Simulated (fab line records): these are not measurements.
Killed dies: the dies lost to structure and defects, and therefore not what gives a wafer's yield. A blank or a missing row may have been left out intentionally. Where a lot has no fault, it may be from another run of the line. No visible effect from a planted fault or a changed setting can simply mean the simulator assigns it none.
Matching of chambers / flow gf180mcu / GF_V4_CMP_26 on cmp-01 has 4 sister chambers
The step polishes, stops on SiO2, t overpolish 15 s, target thk 0 nm. 8 wafers are shown with their chamber, then 9 later ones without.

== WAFERS, EACH WITH ITS CHAMBER ==
wafer=L966.3; chamber=0; motorCurrentA (A)=9.7; timeToEndpointS (s)=79
wafer=L968.2; chamber=2; motorCurrentA (A)=11.3; timeToEndpointS (s)=89
wafer=L970.1; chamber=1; motorCurrentA (A)=10.3; timeToEndpointS (s)=89
wafer=L970.4; chamber=2; motorCurrentA (A)=11.1; timeToEndpointS (s)=89
wafer=L970.6; chamber=1; motorCurrentA (A)=10.5; timeToEndpointS (s)=87
wafer=L971.1; chamber=3; motorCurrentA (A)=10.6; timeToEndpointS (s)=77
wafer=L971.3; chamber=0; motorCurrentA (A)=8.6; timeToEndpointS (s)=77
wafer=L971.5; chamber=3; motorCurrentA (A)=10.3; timeToEndpointS (s)=77

== WAFERS MISSING THEIR CHAMBER ==
wafer=L984.2; motorCurrentA (A)=12.0; timeToEndpointS (s)=89
wafer=L984.3; motorCurrentA (A)=8.9; timeToEndpointS (s)=82
wafer=L984.4; motorCurrentA (A)=10.5; timeToEndpointS (s)=87
wafer=L986.2; motorCurrentA (A)=10.6; timeToEndpointS (s)=80
wafer=L986.5; motorCurrentA (A)=10.3; timeToEndpointS (s)=86
wafer=L986.6; motorCurrentA (A)=12.0; timeToEndpointS (s)=88
wafer=L987.1; motorCurrentA (A)=8.9; timeToEndpointS (s)=80
wafer=L987.3; motorCurrentA (A)=11.8; timeToEndpointS (s)=91
wafer=L987.5; motorCurrentA (A)=10.1; timeToEndpointS (s)=80

== WHICH CHAMBER EACH WENT THROUGH ==
wafer=L984.2; from the rows above=2; in truth=2
wafer=L984.3; from the rows above=0; in truth=0
wafer=L984.4; from the rows above=can't be placed: 1 or 2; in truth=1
wafer=L986.2; from the rows above=can't be placed: 3 or 0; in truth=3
wafer=L986.5; from the rows above=can't be placed: 1 or 2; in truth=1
wafer=L986.6; from the rows above=can't be placed: 2 or 1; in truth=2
wafer=L987.1; from the rows above=0; in truth=0
wafer=L987.3; from the rows above=2; in truth=2
wafer=L987.5; from the rows above=can't be placed: 0 or 3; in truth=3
4 of 9 placed correctly. Not placeable from these rows: 5 (in 5, the candidates include the true chamber). Number placed wrongly: 0.
How it was worked out, from the rows above alone: a wafer's distance from a chamber is the root of the sum, over the readings, of the square of ((its reading less the chamber's mean) divided by the reading's scatter). If the next closest chamber is less than 2 further off than the closest, the wafer can't be placed; otherwise it belongs to the closest. For every chamber, the mean is computed from those of its wafers that are shown. How the scatter is found: for the shown wafers, subtract from each reading the mean of its chamber, square and add these, divide the total by (wafers less chambers), then take the root.
